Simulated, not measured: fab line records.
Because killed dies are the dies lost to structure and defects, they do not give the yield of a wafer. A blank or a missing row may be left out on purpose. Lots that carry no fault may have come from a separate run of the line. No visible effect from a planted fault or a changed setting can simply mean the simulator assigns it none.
Which tool did it? ; flow sky130 ; 13 lots, 37 wafers sampled, at 5 steps of a route of 708

== WHAT EACH GAUGE READ, for each wafer ==
The record holds no reading of a measuring or inspecting step that can be judged against a usual standard deviation.

== WHAT TOOL EACH LOT RAN ON (gives the tool, then ch and the chambers of the sampled wafers, and finally the start) ==
lot;SKY_VIA2_CVD_21;SKY_CAPM_METAL_ETCH_13;SKY_METAL5_SPUTTER_02;SKY_METAL5_METAL_ETCH_15;SKY_PAD_OPEN_PROBE_99
L641;cvd w-02 ch 0,1, day 36 06:42;rie metal-03 ch 0,1, day 37 08:59;pvd sputter-01, day 42 21:02;rie metal-04 ch 0,1, day 43 19:29;-
L643;cvd w-02 ch 1, day 36 14:41;rie metal-04 ch 0,1, day 37 17:28;pvd sputter-03, day 43 01:42;rie metal-04 ch 1, day 44 00:26;-
L644;cvd w-01 ch 0,1, day 37 01:24;rie metal-04 ch 0,1, day 38 03:34;pvd sputter-02, day 43 09:22;rie metal-04 ch 1, day 44 07:49;-
L645;cvd w-01 ch 0, day 37 07:34;rie metal-04 ch 0,1, day 38 09:37;pvd sputter-03, day 43 20:37;rie metal-04 ch 0,1, day 44 18:31;-
L646;cvd w-01 ch 0,1, day 38 06:30;rie metal-01 ch 0,1, day 39 07:59;pvd sputter-02, day 44 11:33;rie metal-04 ch 0,1, day 45 07:53;-
L647;cvd w-02 ch 1, day 38 07:32;rie metal-03 ch 0,1, day 39 08:55;pvd sputter-02, day 44 13:25;rie metal-01 ch 0,1, day 45 10:31;-
L648;cvd w-02 ch 0,1, day 38 15:14;rie metal-04 ch 0,1, day 39 17:10;pvd sputter-03, day 44 21:14;rie metal-04 ch 0,1, day 45 18:35;-
L649;cvd w-02 ch 1, day 39 11:50;rie metal-01 ch 0,1, day 40 13:34;pvd sputter-01, day 45 13:52;rie metal-01 ch 1, day 46 10:35;-
L652;cvd w-02 ch 0,1, day 39 18:24;rie metal-03 ch 0,1, day 40 19:31;pvd sputter-01, day 45 20:06;rie metal-03 ch 0,1, day 46 15:05;-
L653;cvd w-02 ch 0,1, day 40 02:27;rie metal-04 ch 0,1, day 41 03:10;pvd sputter-01, day 46 03:32;rie metal-01 ch 0,1, day 47 00:10;-
L657;cvd w-01 ch 0,1, day 41 16:31;rie metal-01 ch 0,1, day 42 16:43;pvd sputter-01, day 47 11:45;rie metal-04 ch 0, day 48 06:58;prober-02, day 49 21:52
L659;cvd w-01 ch 0, day 41 19:06;rie metal-04 ch 0, day 42 19:07;pvd sputter-01, day 47 13:55;rie metal-04 ch 0, day 48 09:41;prober-02, day 50 01:12
L662;cvd w-02 ch 0,1, day 42 04:31;rie metal-04 ch 1, day 43 04:58;pvd sputter-01, day 47 23:25;rie metal-03 ch 0,1, day 48 18:38;-
- SKY_VIA2_CVD_21: deposits W, target thk 420 nm, time 126.4 s.
- SKY_CAPM_METAL_ETCH_13: etches TiN in Cl2/BCl3, stops on SiO2, target depth 220 nm, time 62.9 s.
- SKY_METAL5_SPUTTER_02: material AlCu, target thk 1150 nm, time 61.2 s.
- SKY_METAL5_METAL_ETCH_15: etches the open film in Cl2/BCl3, stops on SiO2, target depth 1260 nm, time 252 s.
- SKY_PAD_OPEN_PROBE_99

== AS READ BY THE TOOLS THEMSELVES (means over the sampled wafers that have a number; for cases with no such wafer, the mark the record gives instead) ==
SKY_VIA2_CVD_21. Usual: heater power w 893 W, standard deviation 64.
lot;tool;heater power w (W);flag
L641;cvd w-02;887;
L643;cvd w-02;795;
L644;cvd w-01;953;
L645;cvd w-01;984;
L646;cvd w-01;974;
L647;cvd w-02;817;
L648;cvd w-02;891;
L649;cvd w-02;815;
L652;cvd w-02;844;
L653;cvd w-02;853;
L657;cvd w-01;924;
L659;cvd w-01;932;
L662;cvd w-02;890;

SKY_CAPM_METAL_ETCH_13. Usual: drypump motor current A 5.95 A, standard deviation 0.21; he backside leak sccm 3.4 sccm, standard deviation 0.38; oes product au 0.941 a.u., standard deviation 0.0088; throttle valve pct 21.901 %, standard deviation 0.011.
lot;tool;drypump motor current A (A);he backside leak sccm (sccm);oes product au (a.u.);throttle valve pct (%);flag
L641;rie metal-03;5.79;3.1;0.946;21.907;
L643;rie metal-04;6.10;3.3;0.930;21.900;
L644;rie metal-04;6.08;3.2;0.942;21.897;
L645;rie metal-04;6.09;3.2;0.940;21.895;
L646;rie metal-01;5.87;3.4;0.952;21.896;
L647;rie metal-03;5.78;3.2;0.936;21.901;
L648;rie metal-04;6.10;3.2;0.943;21.893;
L649;rie metal-01;5.74;3.4;0.926;21.908;
L652;rie metal-03;5.95;3.2;0.933;21.916;
L653;rie metal-04;6.08;3.3;0.946;21.896;
L657;rie metal-01;5.73;3.5;0.943;21.898;
L659;rie metal-04;6.10;3.1;0.933;21.901;
L662;rie metal-04;6.15;4.5;0.942;21.901;

SKY_METAL5_SPUTTER_02. Usual: throttle valve pct 30.2 %, standard deviation 0.85.
lot;tool;throttle valve pct (%);flag
L641;pvd sputter-01;29.5;
L643;pvd sputter-03;30.3;
L644;pvd sputter-02;30.0;
L645;pvd sputter-03;30.0;
L646;pvd sputter-02;30.2;
L647;pvd sputter-02;30.1;
L648;pvd sputter-03;31.2;
L649;pvd sputter-01;29.4;
L652;pvd sputter-01;30.3;
L653;pvd sputter-01;30.3;
L657;pvd sputter-01;30.3;
L659;pvd sputter-01;31.2;
L662;pvd sputter-01;29.4;

SKY_METAL5_METAL_ETCH_15. Usual: drypump motor current A 5.96 A, standard deviation 0.19; he backside leak sccm 3.36 sccm, standard deviation 0.17; oes product au 0.894 a.u., standard deviation 0.0052; throttle valve pct 22.264 %, standard deviation 0.0088.
lot;tool;drypump motor current A (A);he backside leak sccm (sccm);oes product au (a.u.);throttle valve pct (%);flag
L641;rie metal-04;6.10;3.23;0.888;22.256;
L643;rie metal-04;6.15;3.43;0.895;22.271;
L644;rie metal-04;6.11;3.33;0.897;22.271;
L645;rie metal-04;6.10;3.38;0.893;22.269;
L646;rie metal-04;6.10;3.24;0.894;22.262;
L647;rie metal-01;5.85;3.47;0.896;22.260;
L648;rie metal-04;6.11;3.43;0.894;22.267;
L649;rie metal-01;6.01;3.52;0.895;22.271;
L652;rie metal-03;5.81;3.22;0.897;22.267;
L653;rie metal-01;5.87;3.44;0.900;22.260;
L657;rie metal-04;6.08;3.23;0.898;22.264;
L659;rie metal-04;6.07;3.02;0.892;22.258;
L662;rie metal-03;5.93;3.21;0.892;22.269;

SKY_PAD_OPEN_PROBE_99. Usual: killed_at_M0_to_M3 43, standard deviation 6.5; killed_at_M4_up 3.1, standard deviation 1.8; killed at contacts 24, standard deviation 4.8; killed at front end 15, standard deviation 4.7; killed at other 0.3, standard deviation 0.58; killed dies 86, standard deviation 8.6; killed open 47, standard deviation 6.7; killed short 39, standard deviation 6.1.
lot;tool;killed_at_M0_to_M3;killed_at_M4_up;killed at contacts;killed at front end;killed at other;killed dies;killed open;killed short;flag
L657;prober-02;81;3.3;21;14;0.7;119;42;32;OFF
L659;prober-02;93;2.0;15;18;0.0;128;41;22;OFF

== THE ANSWER, worked out from the rows above alone ==
Rule: take the mean of a lot's wafers that have a number; if it is more than 3 standard deviations from the usual mean, the lot is off. Also off: a lot with no number at a reading for which 4 or more lots have one. Any other lot the step has rows for is counted as sound. After the gauges, taken in route order, come the tools' own readings; for these a lot's mean is taken, as printed above. At the first step where some lot is off, the reading lying furthest off is the one used; lots without a number count as furthest.
Off: L657, L659 (SKY_PAD_OPEN_PROBE_99, killed_at_M0_to_M3). Neither off nor sound, because the step has no rows for them: L641, L643, L644, L645, L646, L647, L648, L649, L652, L653, L662.
A tool fits if, at that step or a process step before it, it ran every lot that is off, and no sound lot after the first of them. Can't be told from this: 4 tools fit, cvd w-01 at SKY_VIA2_CVD_21, pvd sputter-01 at SKY_METAL5_SPUTTER_02, rie metal-04 at SKY_METAL5_METAL_ETCH_15, prober-02 at SKY_PAD_OPEN_PROBE_99.

== WHAT THE SIMULATOR HAD PUT IN ==
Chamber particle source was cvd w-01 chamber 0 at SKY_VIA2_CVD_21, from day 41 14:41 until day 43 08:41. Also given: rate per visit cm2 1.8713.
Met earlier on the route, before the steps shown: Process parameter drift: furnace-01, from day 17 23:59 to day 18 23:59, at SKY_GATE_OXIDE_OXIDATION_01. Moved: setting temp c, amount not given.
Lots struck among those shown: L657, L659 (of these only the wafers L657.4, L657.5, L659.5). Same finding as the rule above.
